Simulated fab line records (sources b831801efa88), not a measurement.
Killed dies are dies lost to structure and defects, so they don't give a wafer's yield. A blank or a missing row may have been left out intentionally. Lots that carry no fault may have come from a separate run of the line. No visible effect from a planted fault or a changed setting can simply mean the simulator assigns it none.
fab line records    flow sfq-line
record: lots: 14  wafers: 42  last-day: 91
route steps=325 shown I5@238 I6@267 M7@292 I7@298
lots untouched by any fault: they come from a run of this same line in which no faults occurred
start-h: hours from the record's first day to the start of the lot's first wafer shown    wait-h: how many hours have passed since the lot's step before this one    " the same as in the row above    L1.1+2: several wafers, shown together as one row    - no value present, or no start provided    * or withheld: withheld    < > ~ a bound
route shown NAME@n: a module of which the file shows steps, and the number in the route of the first    usual: average and standard deviation across the fault-free wafers    same: alike in all rows    chamber/n: place in a boat    sites: each site's reading    _std_site: the standard deviation of these    _edge_site: the outer-site mean with the inner-site mean subtracted    radius-mm: for every site, how far away it sits from the centre of the wafer    mask NAME#n: copy n    behind: the most recent tool/chamber to have shaped the wafer    hold: reason for holding the lot/hours on hold/outcome of the hold    device: whichever transistor did not switch (one of n, p or np)    end of line: tests run on the same wafers once the route is complete    a step without rows: its recipe alone    killed: not the wafer's yield, but the dies lost to structure and defects at the first sort    map: dies across one wafer; x = killed, . = not, _ = none there
set.NAME: the setting the step ran with; set.NAME@STEP: the setting that earlier step ran with    model.NAME: the simulator's own value behind a step, which no gauge read
steps of the route over a sample of lots; a table a step, a row a wafer
services: the hour from which a tool's chamber was out of use, counted from the record's first day as start-h (under 0 if before that day), plus the number of hours and why
== steps ==
step: SFQ_TRILAYER_I5_STRIP_STRIP_148
recipe: gas: O2  power-w: 200  platen-temp-c: 40  overash-fraction: 0.65  chemistry: O2  pressure-mtorr: 50
usual: drypump-motor-current-A: 5.6/0.48  he-backside-leak-sccm: 3.47/0.23  oes-product-au: 0.993/0.0096
lot.wafer  tool          chamber  start-h  wait-h  drypump-motor-current-A  he-backside-leak-sccm  oes-product-au  rf-hours-counter-h
L318.2     rie-metal-03  1        1472.15  -       5.2                      3.33                   0.985           9
L318.4     "             0        "        "       5.5                      3.15                   0.999           -
L318.5     "             0        "        "       5.5                      3.16                   1.013           -
L319.3     rie-metal-01  1        1477.15  -       6.6                      3.79                   0.996           -
L319.5     "             1        "        "       6.6                      3.84                   0.992           -
L319.6     "             0        "        "       5.5                      3.53                   0.999           -
L320.1     rie-metal-03  0        1478.15  -       5.5                      3.19                   0.998           42
L320.4     "             1        "        "       5.2                      3.56                   0.982           -
L320.6     "             1        "        "       5.3                      3.61                   0.987           -
L321.4     rie-metal-03  1        1481.95  -       5.2                      3.38                   0.989           -
L321.5     "             0        "        "       5.5                      3.09                   1.005           -
L321.6     "             1        "        "       5.2                      3.41                   0.983           -
L323.3     rie-metal-04  0        1496.48  -       6.1                      3.38                   1.011           -
L323.4     "             1        "        "       6.2                      3.19                   1.000           -
L323.6     "             1        "        "       6.2                      3.19                   1.012           -
L325.3     rie-metal-03  1        1517.52  -       5.2                      3.41                   0.993           -
L325.4     "             1        "        "       5.2                      3.44                   0.978           -
L325.6     "             1        "        "       5.3                      3.61                   0.989           -
L327.2     rie-metal-03  1        1546.07  -       5.2                      3.48                   0.989           21
L327.3     "             1        "        "       5.2                      3.36                   0.982           -
L327.5     "             0        "        "       5.5                      3.33                   0.993           -
L330.3     rie-metal-01  1        1572.05  -       6.5                      3.62                   0.987           -
L330.5     "             0        "        "       5.5                      3.75                   0.991           -
L330.6     "             1        "        "       6.5                      3.76                   0.991           -
L332.1     rie-metal-01  1        1578.01  -       6.6                      3.64                   1.004           85
L332.2     "             0        "        "       5.5                      3.74                   0.993           15
L332.5     "             0        "        "       5.5                      3.75                   0.990           -
L333.2     rie-metal-03  1        1583.74  -       5.2                      3.45                   0.996           27
L333.3     "             1        "        "       5.3                      3.57                   0.984           -
L333.5     "             0        "        "       5.4                      3.09                   0.995           -
L334.3     rie-metal-03  1        1588.13  -       5.3                      3.65                   0.989           -
L334.4     "             0        "        "       5.5                      3.17                   0.998           -
L334.6     "             1        "        "       5.3                      3.64                   0.987           -
L336.1     rie-metal-03  0        1600.67  -       5.5                      3.21                   0.996           56
L336.2     "             1        "        "       5.2                      3.34                   0.987           28
L336.4     "             0        "        "       5.5                      3.27                   0.997           -
L340.1     rie-metal-03  1        1634.64  -       5.2                      3.41                   0.988           33
L340.5     "             0        "        "       5.4                      3.27                   1.006           -
L340.6     "             1        "        "       5.2                      3.41                   0.994           -
L341.2     rie-metal-03  0        1641.44  -       5.5                      3.16                   1.006           62
L341.3     "             0        "        "       5.5                      3.31                   1.008           -
L341.5     "             1        "        "       5.2                      3.27                   0.993           -
step: SFQ_TRILAYER_I6_CMP_CMP_166
recipe: material: SiO2  down-force-psi: 3  platen-rpm: 60  pad-velocity-m-s: 0.94248
usual: edge-zone-pressure-frac: 1.000/0.0045  head-pressure-psi: 2.999/0.006  motor-current-A: 10.7/1.1  time-to-endpoint-s: 217/7.9
lot.wafer  tool    chamber  start-h  wait-h  edge-zone-pressure-frac  head-pressure-psi  motor-current-A  time-to-endpoint-s
L318.4     cmp-01  2        1712.94  2.3     1.001                    3.000              8.8              221
L318.2     "       3        "        "       0.993                    3.008              11.9             216
L318.5     "       2        1714.94  4.3     1.003                    2.996              8.8              230
L319.3     cmp-02  2        1713.63  0.5     1.001                    2.999              11.2             215
L319.6     "       1        1715.13  2.0     0.996                    2.986              9.6              216
L319.5     "       2        "        "       1.001                    2.993              10.3             215
L320.1     cmp-01  0        1716.03  0.5     0.991                    2.998              12.2             229
L320.4     "       2        1717.03  1.5     0.998                    2.996              8.8              230
L320.6     "       3        "        "       1.003                    2.993              12.3             223
L321.4     cmp-02  1        1720.04  1.0     0.995                    3.006              10.3             218
L321.6     "       3        1721.04  2.0     0.998                    3.002              11.4             231
L321.5     "       0        "        "       1.003                    2.999              11.6             223
L323.3     cmp-01  0        1729.84  0.0     1.003                    3.001              11.9             214
L323.4     "       3        1731.34  1.5     1.002                    2.995              11.3             209
L323.6     "       1        1732.34  2.5     0.999                    2.991              9.5              214
L325.4     cmp-01  2        1735.14  0.5     1.007                    3.002              9.2              216
L325.3     "       3        "        "       1.002                    3.007              12.4             203
L325.6     "       2        1737.14  2.5     0.997                    3.006              9.0              214
L327.2     cmp-02  3        1764.89  0.0     1.005                    2.998              11.5             205
L327.3     "       1        1765.89  1.0     0.999                    3.002              10.0             207
L327.5     "       3        1766.89  2.0     0.997                    2.995              11.5             215
L330.3     cmp-01  1        1800.77  2.2     1.006                    3.006              9.1              211
L330.5     "       2        "        "       1.003                    3.002              8.7              221
L330.6     "       3        "        "       0.993                    2.998              12.5             211
L332.2     cmp-02  1        1812.23  5.1     -                        -                  -                -
L332.1     "       3        1813.23  6.1     -                        -                  -                -
L332.5     "       2        1814.73  7.6     -                        -                  -                -
L333.2     cmp-02  2        1816.23  6.7     -                        -                  -                -
L333.3     "       3        "        "       -                        -                  -                -
L333.5     "       1        1817.73  8.2     -                        -                  -                -
L334.3     cmp-01  0        1820.77  6.5     1.003                    2.996              12.1             226
L334.4     "       2        1821.77  7.4     0.990                    2.997              8.9              227
L334.6     "       0        1822.77  8.4     1.003                    3.005              11.6             237
L336.1     cmp-02  3        1830.73  5.6     1.000                    3.003              10.9             226
L336.4     "       0        "        "       1.005                    2.999              11.0             231
L336.2     "       1        "        "       1.009                    3.004              10.4             215
L340.1     cmp-02  2        1856.57  2.1     0.994                    3.004              11.0             217
L340.6     "       3        "        "       1.000                    2.995              11.0             227
L340.5     "       0        "        "       1.000                    3.011              11.0             223
L341.3     cmp-01  3        1858.07  0.0     0.991                    3.007              11.6             211
L341.2     "       1        1859.07  1.0     0.995                    2.997              9.3              221
L341.5     "       0        1860.57  2.5     1.001                    2.985              11.3             229
step: SFQ_TRILAYER_I6_METRO_MEASURE_167
usual: thk-nm: 200.8/1.2
lot.wafer  tool           chamber  start-h  wait-h  thk-nm
L318.2     film-metro-02  -        1715.76  0.3     200.3
L318.4     "              -        "        "       200.2
L318.5     "              -        "        "       200.3
L319.3     film-metro-03  -        1716.65  0.5     200.0
L319.5     "              -        "        "       199.6
L319.6     "              -        "        "       199.9
L320.1     film-metro-02  -        1718.65  0.1     204.0
L320.4     "              -        "        "       203.1
L320.6     "              -        "        "       200.1
L321.4     film-metro-01  -        1722.76  0.6     200.2
L321.5     "              -        "        "       201.6
L321.6     "              -        "        "       202.5
L323.3     film-metro-02  -        1733.36  0.5     200.7
L323.4     "              -        "        "       199.9
L323.6     "              -        "        "       199.7
L325.3     film-metro-02  -        1738.16  0.5     199.4
L325.4     "              -        "        "       201.5
L325.6     "              -        "        "       201.6
L327.2     film-metro-01  -        1768.21  0.3     200.4
L327.3     "              -        "        "       196.9
L327.5     "              -        "        "       199.3
L330.3     film-metro-03  -        1802.79  0.5     199.6
L330.5     "              -        "        "       201.6
L330.6     "              -        "        "       199.9
L332.1     film-metro-03  -        1815.35  0.1     503.0
L332.2     "              -        "        "       492.9
L332.5     "              -        "        "       502.1
L333.2     film-metro-01  -        1818.55  0.3     492.5
L333.3     "              -        "        "       488.5
L333.5     "              -        "        "       501.6
L334.3     film-metro-01  -        1823.79  0.5     203.4
L334.4     "              -        "        "       201.5
L334.6     "              -        "        "       203.8
L336.1     film-metro-02  -        1833.35  0.1     200.7
L336.2     "              -        "        "       200.7
L336.4     "              -        "        "       201.0
L340.1     film-metro-03  -        1858.19  0.1     200.6
L340.5     "              -        "        "       202.0
L340.6     "              -        "        "       201.3
L341.2     film-metro-02  -        1861.39  0.3     201.7
L341.3     "              -        "        "       199.2
L341.5     "              -        "        "       202.4
step: SFQ_TRILAYER_I6_VIA_ETCH_VIA_ETCH_172
recipe: target: SiO2  stop-on: Nb  mask-material: PR  taper-deg: 20  chemistry: CHF3  target-depth-nm: 260  source-w: 500  bias-w: 80  pressure-mtorr: 30  time-s: withheld
usual: drypump-motor-current-A: 5.8/0.51  oes-product-au: 0.856/0.0054
lot.wafer  tool         chamber  start-h  wait-h  drypump-motor-current-A  oes-product-au
L318.2     rie-diel-03  2        1822.94  0.0     5.7                      0.853
L318.4     "            0        "        "       5.7                      0.852
L318.5     "            3        "        "       5.8                      0.850
L319.3     rie-diel-04  0        1825.34  0.0     5.8                      0.845
L319.5     "            0        "        "       5.7                      0.852
L319.6     "            1        "        "       4.7                      0.855
L320.1     rie-diel-03  0        1827.74  0.0     5.7                      0.862
L320.4     "            2        "        "       5.7                      0.866
L320.6     "            2        "        "       5.7                      0.850
L321.4     rie-diel-01  1        1828.94  0.0     6.0                      0.853
L321.5     "            1        "        "       6.0                      0.859
L321.6     "            2        "        "       6.4                      0.862
L323.3     rie-diel-01  3        1840.94  0.0     6.2                      0.855
L323.4     "            1        "        "       6.0                      0.852
L323.6     "            3        "        "       6.2                      0.852
L325.3     rie-diel-01  2        1847.47  0.0     6.5                      0.853
L325.4     "            0        "        "       5.9                      0.867
L325.6     "            3        "        "       6.2                      0.863
L327.2     rie-diel-03  3        1874.21  0.0     5.9                      0.858
L327.3     "            2        "        "       5.7                      0.847
L327.5     "            0        "        "       5.8                      0.850
L330.3     rie-diel-04  3        1897.01  0.0     6.1                      0.860
L330.5     "            0        "        "       5.7                      0.869
L330.6     "            1        "        "       4.7                      0.855
L332.1     rie-diel-01  2        1905.41  0.0     6.5                      1.609
L332.2     "            0        "        "       5.9                      1.650
L332.5     "            1        "        "       6.0                      1.629
L333.2     rie-diel-04  2        1906.61  0.0     6.5                      1.613
L333.3     "            0        "        "       5.7                      1.618
L333.5     "            3        "        "       6.1                      1.635
L334.3     rie-diel-03  2        1910.21  0.0     5.6                      0.859
L334.4     "            3        "        "       5.9                      0.856
L334.6     "            0        "        "       5.8                      0.863
L336.1     rie-diel-04  0        1919.93  0.0     5.8                      0.856
L336.2     "            3        "        "       6.1                      0.855
L336.4     "            1        "        "       4.7                      0.861
L340.1     rie-diel-03  1        1947.53  0.0     4.9                      0.852
L340.5     "            3        "        "       5.9                      0.858
L340.6     "            2        "        "       5.6                      0.861
L341.2     rie-diel-04  2        1948.73  0.0     6.5                      0.866
L341.3     "            1        "        "       4.7                      0.855
L341.5     "            3        "        "       6.1                      0.857
step: SFQ_TRILAYER_M7_BARC_OPEN_METAL_ETCH_229
recipe: mask-material: PR  chemistry: O2  target-depth-nm: 125  target: BARC  icp-w: 600  bias-w: 80  pressure-mtorr: 10  time-s: 41.7
usual: drypump-motor-current-A: 5.8/0.46  he-backside-leak-sccm: 3.53/0.26  oes-product-au: 0.688/0.0048
lot.wafer  tool          chamber  start-h  wait-h  drypump-motor-current-A  he-backside-leak-sccm  oes-product-au  rf-hours-counter-h
L318.2     rie-metal-04  1        1828.23  0.0     6.2                      3.37                   0.679           51
L318.4     "             0        "        "       6.2                      3.34                   0.684           -
L318.5     "             1        "        "       6.2                      3.27                   0.690           -
L319.3     rie-metal-04  0        1830.65  0.0     6.1                      3.42                   0.689           -
L319.5     "             1        "        "       6.2                      3.24                   0.686           -
L319.6     "             0        "        "       6.2                      3.48                   0.685           -
L320.1     rie-metal-03  1        1834.23  0.0     5.2                      3.49                   0.684           58
L320.4     "             0        "        "       5.5                      3.15                   0.688           -
L320.6     "             0        "        "       5.5                      3.32                   0.690           -
L321.4     rie-metal-04  1        1835.45  0.0     6.2                      3.17                   0.677           -
L321.5     "             0        "        "       6.2                      3.64                   0.688           -
L321.6     "             1        "        "       6.2                      3.17                   0.693           -
L323.3     rie-metal-03  1        1928.31  0.0     5.2                      3.74                   0.686           -
L323.4     "             0        "        "       5.5                      3.29                   0.679           -
L323.6     "             1        "        "       5.2                      3.69                   0.680           -
L325.3     rie-metal-03  0        1935.51  0.0     5.5                      3.18                   0.691           -
L325.4     "             1        "        "       5.2                      3.43                   0.682           -
L325.6     "             0        "        "       5.5                      3.34                   0.688           -
L327.2     rie-metal-04  1        1968.02  0.0     6.2                      3.42                   0.686           73
L327.3     "             0        "        "       6.2                      3.51                   0.687           -
L327.5     "             1        "        "       6.2                      3.39                   0.693           -
L330.3     rie-metal-01  1        1993.36  0.0     6.6                      4.00                   0.686           -
L330.5     "             0        "        "       5.5                      3.78                   0.685           -
L330.6     "             1        "        "       6.6                      3.96                   0.691           -
L332.1     rie-metal-01  0        2002.94  0.0     5.5                      3.58                   0.701           68
L332.2     "             0        "        "       5.5                      3.76                   0.688           -
L332.5     "             0        "        "       5.5                      3.55                   0.690           -
L333.2     rie-metal-01  0        2005.36  0.0     5.5                      3.66                   0.685           -
L333.3     "             0        "        "       5.5                      3.55                   0.693           -
L333.5     "             0        "        "       5.5                      3.65                   0.680           -
L334.3     rie-metal-03  0        2007.76  0.0     5.4                      3.31                   0.691           -
L334.4     "             1        "        "       5.2                      3.63                   0.689           -
L334.6     "             0        "        "       5.5                      3.30                   0.685           -
L336.1     rie-metal-01  0        2014.94  0.0     5.5                      3.58                   0.685           73
L336.2     "             0        "        "       5.5                      3.55                   0.691           -
L336.4     "             0        "        "       5.5                      3.75                   0.686           -
L340.1     rie-metal-04  1        2030.90  0.0     6.2                      3.40                   0.677           79
L340.5     "             1        "        "       6.2                      3.36                   0.684           -
L340.6     "             0        "        "       6.2                      3.48                   0.687           -
L341.2     rie-metal-01  1        2032.22  0.0     6.6                      3.11                   0.677           2
L341.3     "             1        "        "       6.6                      3.01                   0.684           -
L341.5     "             1        "        "       6.6                      3.13                   0.689           -
step: SFQ_I7_BOW_MEAS_946
recipe: mode: bow
usual: I7_BOW: 5/11
lot.wafer  tool           chamber  start-h  wait-h  I7_BOW[um]
L318.2     film-metro-01  -        1838.29  1.5     -16
L318.4     "              -        "        "       -14
L318.5     "              -        "        "       -20
L319.3     film-metro-04  -        1839.27  2.5     5
L319.5     "              -        "        "       5
L319.6     "              -        "        "       20
L320.1     film-metro-01  -        1842.23  1.5     4
L320.4     "              -        "        "       0
L320.6     "              -        "        "       -5
L321.4     film-metro-04  -        1844.33  2.6     1
L321.5     "              -        "        "       16
L321.6     "              -        "        "       7
L323.3     film-metro-04  -        1932.54  1.5     4
L323.4     "              -        "        "       -1
L323.6     "              -        "        "       8
L325.3     film-metro-03  -        1939.57  1.0     2
L325.4     "              -        "        "       14
L325.6     "              -        "        "       9
L327.2     film-metro-04  -        1973.61  2.5     4
L327.3     "              -        "        "       12
L327.5     "              -        "        "       2
L330.3     film-metro-03  -        1997.59  1.5     22
L330.5     "              -        "        "       14
L330.6     "              -        "        "       29
L332.1     film-metro-01  -        2009.29  1.0     16
L332.2     "              -        "        "       12
L332.5     "              -        "        "       14
L333.2     film-metro-04  -        2012.31  2.0     -23
L333.3     "              -        "        "       -27
L333.5     "              -        "        "       -25
L334.3     film-metro-03  -        2015.33  1.5     1
L334.4     "              -        "        "       5
L334.6     "              -        "        "       4
L336.1     film-metro-01  -        2024.29  1.5     18
L336.2     "              -        "        "       17
L336.4     "              -        "        "       15
L340.1     film-metro-04  -        2043.86  1.5     13
L340.5     "              -        "        "       20
L340.6     "              -        "        "       5
L341.2     film-metro-01  -        2046.15  2.0     15
L341.3     "              -        "        "       11
L341.5     "              -        "        "       19
== services ==
tool          chamber  start-h  hours  kind
rie-metal-01  -        1511.03  1.4    pm
rie-metal-03  0        1514.09  16.6   repair
cmp-01        -        1529.49  1.4    repair
rie-metal-01  0        1536.56  24.5   repair
cmp-01        -        1551.45  2.7    repair
cmp-01        -        1600.56  4.0    pm
cmp-01        -        1636.66  27.2   repair
cmp-02        -        1652.63  0.7    repair
cmp-01        -        1663.84  5.7    pm
cmp-02        -        1687.77  0.4    repair
cmp-02        -        1691.95  0.8    repair
cmp-01        -        1699.14  1.5    repair
cmp-02        -        1703.89  8.7    pm
rie-metal-01  -        1712.96  14.6   pm
cmp-02        -        1757.27  5.1    repair
cmp-02        -        1769.46  4.0    pm
cmp-02        -        1776.45  12.3   repair
rie-metal-03  1        1781.91  9.6    repair
cmp-02        -        1788.71  7.8    pm
cmp-02        -        1800.41  8.8    pm
cmp-02        -        1873.26  2.1    repair
rie-metal-01  -        1883.04  1.2    repair
rie-metal-03  1        1962.29  14.9   repair
rie-metal-03  1        2020.33  4.7    repair
== key ==
first-sign: step: SFQ_TRILAYER_I6_CMP_CMP_166  reading: tool-record  direction: missing
effect: step: SFQ_TRILAYER_I6_METRO_MEASURE_167  reading: thk-nm  direction: up  sigmas: 99+  usual: 200.8  struck: 496.8
effect: step: SFQ_TRILAYER_I6_VIA_ETCH_VIA_ETCH_172  reading: oes-product-au  direction: up  sigmas: 99+  usual: 0.856  struck: 1.626
met-at SFQ_TRILAYER_I6_CMP_CMP_166
struck-lots L332,L333
not-acting-at SFQ_TRILAYER_I5_STRIP_STRIP_148,SFQ_TRILAYER_M7_BARC_OPEN_METAL_ETCH_229,SFQ_I7_BOW_MEAS_946
onset-between 1764.89 1812.23
fault: kind: skipped-step-whole  tool: cmp-02  chamber: -  onset-h: 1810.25  steps: SFQ_TRILAYER_I6_CMP_CMP_166  scope: struck-lots-only
